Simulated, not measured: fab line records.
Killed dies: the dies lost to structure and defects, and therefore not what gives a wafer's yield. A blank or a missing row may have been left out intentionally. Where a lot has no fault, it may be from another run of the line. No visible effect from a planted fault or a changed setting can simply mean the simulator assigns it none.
fab line records / flow sky130
record lots=13 wafers=39 last-day=50
route steps=708 shown PAD_OPEN@703
lots with no fault: from the same line, run without faults
start-h: hours from the record's first day to the start of the lot's first wafer shown / wait-h: how many hours have passed since the lot's step before this one / " as in the row above / L1.1+2: one row covering several wafers at once / - value missing, or start not given / * or withheld: withheld / < > ~ a bound
route shown NAME@n: NAME is a module with steps in the file, n the number in the route of the first one / usual: mean/standard deviation taken from wafers without a fault / same: alike in all rows / chamber/n: place in a boat / sites: readings site by site / _std_site: standard deviation of those values / _edge_site: mean of outer sites minus mean of inner sites / radius-mm: for every site, how far away it sits from the centre of the wafer / mask NAME#n: copy n / behind: the tool/chamber that last shaped the wafer / hold: why the lot went on hold/how many hours it stayed there/how the hold came to an end / device: which transistor (n, p or np) failed to switch / end of line: tests of these same wafers at the route's end / step lacking rows: just its recipe / killed: dies that structure and defects cost at the first sort, which is not the same as the wafer's yield / map: dies across one wafer; x = killed, . = not, _ = none there
set.NAME: the setting the step ran with; set.NAME@STEP: the setting that earlier step ran with / model.NAME: the simulator's own value behind a step, which no gauge read
one table for each step of the route and one row for each wafer, over a sample of lots
## steps
# step SKY_PAD_OPEN_STRIP_09
# recipe chemistry=post-etch-residue-remover time-s=1200 temp-c=72.5
# usual bath-guard-temp-C=72.5/0.51 run-length-s=1230/3.8
lot.wafer=L115.4 tool=wet-bench-03 chamber=0 start-h=1071.60 wait-h=0.0 bath-guard-temp-C=72.9 run-length-s=1227
lot.wafer=L115.5 tool=wet-bench-03 chamber=0 start-h=1071.60 wait-h=0.0 bath-guard-temp-C=72.9 run-length-s=1227
lot.wafer=L115.6 tool=wet-bench-03 chamber=0 start-h=1071.60 wait-h=0.0 bath-guard-temp-C=72.7 run-length-s=1227
lot.wafer=L116.1 tool=wet-bench-01 chamber=3 start-h=1083.98 wait-h=0.1 bath-guard-temp-C=72.0 run-length-s=1233
lot.wafer=L116.4 tool=wet-bench-01 chamber=3 start-h=1083.98 wait-h=0.1 bath-guard-temp-C=72.3 run-length-s=1233
lot.wafer=L116.5 tool=wet-bench-01 chamber=3 start-h=1083.98 wait-h=0.1 bath-guard-temp-C=72.5 run-length-s=1233
lot.wafer=L118.1 tool=wet-bench-02 chamber=0 start-h=1092.93 wait-h=0.1 bath-guard-temp-C=72.4 run-length-s=1225
lot.wafer=L118.3 tool=wet-bench-02 chamber=0 start-h=1092.93 wait-h=0.1 bath-guard-temp-C=73.0 run-length-s=1225
lot.wafer=L118.5 tool=wet-bench-02 chamber=0 start-h=1092.93 wait-h=0.1 bath-guard-temp-C=72.9 run-length-s=1225
lot.wafer=L119.2 tool=wet-bench-03 chamber=2 start-h=1093.93 wait-h=0.1 bath-guard-temp-C=73.0 run-length-s=1226
lot.wafer=L119.4 tool=wet-bench-03 chamber=2 start-h=1093.93 wait-h=0.1 bath-guard-temp-C=73.2 run-length-s=1226
lot.wafer=L119.5 tool=wet-bench-03 chamber=2 start-h=1093.93 wait-h=0.1 bath-guard-temp-C=73.2 run-length-s=1226
lot.wafer=L120.2 tool=wet-bench-02 chamber=1 start-h=1108.63 wait-h=0.1 bath-guard-temp-C=71.8 run-length-s=1234
lot.wafer=L120.4 tool=wet-bench-02 chamber=1 start-h=1108.63 wait-h=0.1 bath-guard-temp-C=71.9 run-length-s=1234
lot.wafer=L120.5 tool=wet-bench-02 chamber=1 start-h=1108.63 wait-h=0.1 bath-guard-temp-C=72.0 run-length-s=1234
lot.wafer=L126.2 tool=wet-bench-03 chamber=0 start-h=1138.32 wait-h=0.1 bath-guard-temp-C=72.4 run-length-s=1234
lot.wafer=L126.3 tool=wet-bench-03 chamber=0 start-h=1138.32 wait-h=0.1 bath-guard-temp-C=72.6 run-length-s=1234
lot.wafer=L126.4 tool=wet-bench-03 chamber=0 start-h=1138.32 wait-h=0.1 bath-guard-temp-C=72.3 run-length-s=1234
lot.wafer=L128.1 tool=wet-bench-03 chamber=3 start-h=1149.56 wait-h=0.1 bath-guard-temp-C=72.1 run-length-s=1080
lot.wafer=L128.3 tool=wet-bench-03 chamber=3 start-h=1149.56 wait-h=0.1 bath-guard-temp-C=72.6 run-length-s=1080
lot.wafer=L128.6 tool=wet-bench-03 chamber=3 start-h=1149.56 wait-h=0.1 bath-guard-temp-C=72.4 run-length-s=1080
lot.wafer=L131.1 tool=wet-bench-02 chamber=3 start-h=1166.52 wait-h=0.1 bath-guard-temp-C=73.0 run-length-s=1234
lot.wafer=L131.2 tool=wet-bench-02 chamber=3 start-h=1166.52 wait-h=0.1 bath-guard-temp-C=72.9 run-length-s=1234
lot.wafer=L131.5 tool=wet-bench-02 chamber=3 start-h=1166.52 wait-h=0.1 bath-guard-temp-C=73.0 run-length-s=1234
lot.wafer=L132.1 tool=wet-bench-02 chamber=3 start-h=1171.40 wait-h=0.2 bath-guard-temp-C=73.3 run-length-s=1234
lot.wafer=L132.4 tool=wet-bench-02 chamber=3 start-h=1171.40 wait-h=0.2 bath-guard-temp-C=72.4 run-length-s=1234
lot.wafer=L132.6 tool=wet-bench-02 chamber=3 start-h=1171.40 wait-h=0.2 bath-guard-temp-C=72.9 run-length-s=1234
lot.wafer=L134.2 tool=wet-bench-01 chamber=2 start-h=1178.48 wait-h=0.1 bath-guard-temp-C=72.5 run-length-s=1225
lot.wafer=L134.4 tool=wet-bench-01 chamber=2 start-h=1178.48 wait-h=0.1 bath-guard-temp-C=72.2 run-length-s=1225
lot.wafer=L134.5 tool=wet-bench-01 chamber=2 start-h=1178.48 wait-h=0.1 bath-guard-temp-C=72.9 run-length-s=1225
lot.wafer=L135.1 tool=wet-bench-01 chamber=1 start-h=1184.63 wait-h=0.1 bath-guard-temp-C=73.0 run-length-s=1227
lot.wafer=L135.3 tool=wet-bench-01 chamber=1 start-h=1184.63 wait-h=0.1 bath-guard-temp-C=72.7 run-length-s=1227
lot.wafer=L135.4 tool=wet-bench-01 chamber=1 start-h=1184.63 wait-h=0.1 bath-guard-temp-C=73.2 run-length-s=1227
lot.wafer=L136.4 tool=wet-bench-02 chamber=3 start-h=1189.52 wait-h=0.0 bath-guard-temp-C=73.1 run-length-s=1234
lot.wafer=L136.5 tool=wet-bench-02 chamber=3 start-h=1189.52 wait-h=0.0 bath-guard-temp-C=73.1 run-length-s=1234
lot.wafer=L136.6 tool=wet-bench-02 chamber=3 start-h=1189.52 wait-h=0.0 bath-guard-temp-C=72.8 run-length-s=1234
lot.wafer=L137.1 tool=wet-bench-02 chamber=3 start-h=1193.48 wait-h=0.1 bath-guard-temp-C=73.2 run-length-s=1234
lot.wafer=L137.4 tool=wet-bench-02 chamber=3 start-h=1193.48 wait-h=0.1 bath-guard-temp-C=73.3 run-length-s=1234
lot.wafer=L137.6 tool=wet-bench-02 chamber=3 start-h=1193.48 wait-h=0.1 bath-guard-temp-C=73.5 run-length-s=1234
# step SKY_PAD_OPEN_PROBE_99
# usual defect-limited-yield=82.8/2 killed_at_M0_to_M3=42/7.3 killed_at_M4_up=3.2/1.8 killed-at-contacts=25/5.2 killed-at-front-end=15/4.6 killed-at-other=0.3/0.62 killed-dies=85/9.9 killed-open=46/7.1 killed-short=38/5.7 sort_bin_3_pad_short=0.9/0.42 sort_bin_5_function=10.0/1.5 sort_bin_6_memory=6.3/1.2 sort-n-pass=407/9.9 sort-yield-pct=82.8/2
# same gross-dies=492 killed-at-back-side=0 sort_bin_4_leakage[%]=0 sort_bin_8_speed[%]=0
lot.wafer=L120.2 tool=prober-01 chamber=- start-h=1110.84 wait-h=0.1 defect-limited-yield[%]=77.4 killed_at_M0_to_M3=58 killed_at_M4_up=3 killed-at-contacts=32 killed-at-front-end=18 killed-at-other=0 killed-dies=111 killed-open=54 killed-short=57 sort_bin_3_pad_short[%]=1.6 sort_bin_5_function[%]=11.8 sort_bin_6_memory[%]=9.1 sort-n-pass=381 sort-yield-pct[%]=77.4
lot.wafer=L120.4 tool=prober-01 chamber=- start-h=1110.94 wait-h=0.2 defect-limited-yield[%]=82.5 killed_at_M0_to_M3=37 killed_at_M4_up=7 killed-at-contacts=25 killed-at-front-end=17 killed-at-other=0 killed-dies=86 killed-open=39 killed-short=46 sort_bin_3_pad_short[%]=1.0 sort_bin_5_function[%]=10.6 sort_bin_6_memory[%]=5.9 sort-n-pass=406 sort-yield-pct[%]=82.5
lot.wafer=L120.5 tool=prober-01 chamber=- start-h=1110.99 wait-h=0.2 defect-limited-yield[%]=84.8 killed_at_M0_to_M3=39 killed_at_M4_up=0 killed-at-contacts=24 killed-at-front-end=12 killed-at-other=0 killed-dies=75 killed-open=42 killed-short=33 sort_bin_3_pad_short[%]=1.0 sort_bin_5_function[%]=7.7 sort_bin_6_memory[%]=6.5 sort-n-pass=417 sort-yield-pct[%]=84.8
lot.wafer=L132.1 tool=prober-01 chamber=- start-h=1173.78 wait-h=0.1 defect-limited-yield[%]=82.1 killed_at_M0_to_M3=36 killed_at_M4_up=3 killed-at-contacts=28 killed-at-front-end=21 killed-at-other=0 killed-dies=88 killed-open=50 killed-short=38 sort_bin_3_pad_short[%]=1.2 sort_bin_5_function[%]=9.6 sort_bin_6_memory[%]=7.1 sort-n-pass=404 sort-yield-pct[%]=82.1
lot.wafer=L132.4 tool=prober-01 chamber=- start-h=1173.93 wait-h=0.2 defect-limited-yield[%]=81.1 killed_at_M0_to_M3=50 killed_at_M4_up=7 killed-at-contacts=25 killed-at-front-end=11 killed-at-other=0 killed-dies=93 killed-open=51 killed-short=42 sort_bin_3_pad_short[%]=1.6 sort_bin_5_function[%]=8.9 sort_bin_6_memory[%]=8.3 sort-n-pass=399 sort-yield-pct[%]=81.1
lot.wafer=L132.6 tool=prober-01 chamber=- start-h=1174.03 wait-h=0.2 defect-limited-yield[%]=81.3 killed_at_M0_to_M3=42 killed_at_M4_up=7 killed-at-contacts=30 killed-at-front-end=13 killed-at-other=0 killed-dies=92 killed-open=46 killed-short=46 sort_bin_3_pad_short[%]=0.6 sort_bin_5_function[%]=11.4 sort_bin_6_memory[%]=6.7 sort-n-pass=400 sort-yield-pct[%]=81.3
# killed by level:class
L120.2 VIA1:geometric-particle:open=16 LI_CONTACT:geometric-particle:open=9 CONTACT:geometric-particle:short=8 VIA3:geometric-particle:short=7 VIA3:geometric-particle:open=7 FIELD_ISO:geometric-particle:short=6 CONTACT:geometric-particle:open=6 VIA1:geometric-particle:short=5
L120.4 CONTACT:geometric-particle:open=8 VIA1:geometric-particle:open=8 LI_CONTACT:geometric-particle:open=7 VIA1:geometric-particle:short=6 CONTACT:geometric-particle:short=6 FIELD_ISO:geometric-particle:short=5 VIA2:geometric-particle:short=5 FIELD_ISO:geometric-particle:open=4
L120.5 CONTACT:geometric-particle:short=9 CONTACT:geometric-particle:open=8 VIA1:geometric-particle:open=8 VIA2:geometric-particle:open=7 VIA1:geometric-particle:short=5 FIELD_ISO:geometric-particle:open=4 METAL1:geometric-particle:short=3 METAL2:geometric-particle:short=3
L132.1 CONTACT:geometric-particle:open=11 LI_CONTACT:geometric-particle:open=7 VIA1:geometric-particle:open=7 POLY_GATE:geometric-particle:open=5 POLY_GATE:geometric-particle:short=5 CONTACT:geometric-particle:short=5 METAL2:geometric-particle:short=5 VIA3:geometric-particle:open=5
L132.4 VIA1:geometric-particle:open=12 CONTACT:geometric-particle:open=10 METAL1:geometric-particle:short=10 LI_CONTACT:geometric-particle:open=8 FIELD_ISO:geometric-particle:open=6 VIA3:geometric-particle:open=6 METAL4:geometric-particle:short=6 LOCAL_INTERCONNECT:geometric-particle:short=5
L132.6 LI_CONTACT:geometric-particle:open=9 CONTACT:geometric-particle:open=8 VIA1:geometric-particle:open=8 POLY_GATE:geometric-particle:open=6 LOCAL_INTERCONNECT:geometric-particle:short=6 METAL2:geometric-particle:short=6 VIA3:geometric-particle:open=6 METAL4:geometric-particle:short=5
## key
first-sign step=SKY_PAD_OPEN_STRIP_09 reading=run-length-s direction=down sigmas=39 usual=* struck=*
effect none on later readings
met-at SKY_PAD_OPEN_STRIP_09
struck-lots L128
struck-wafers L128.1,L128.3,L128.6
fault kind=process-parameter-drift tool=wet-bench-03 chamber=3 onset-h=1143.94 steps=SKY_PAD_OPEN_STRIP_09 channel=time-s offset=* shape=step end-h=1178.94 acts-in=* stated=*
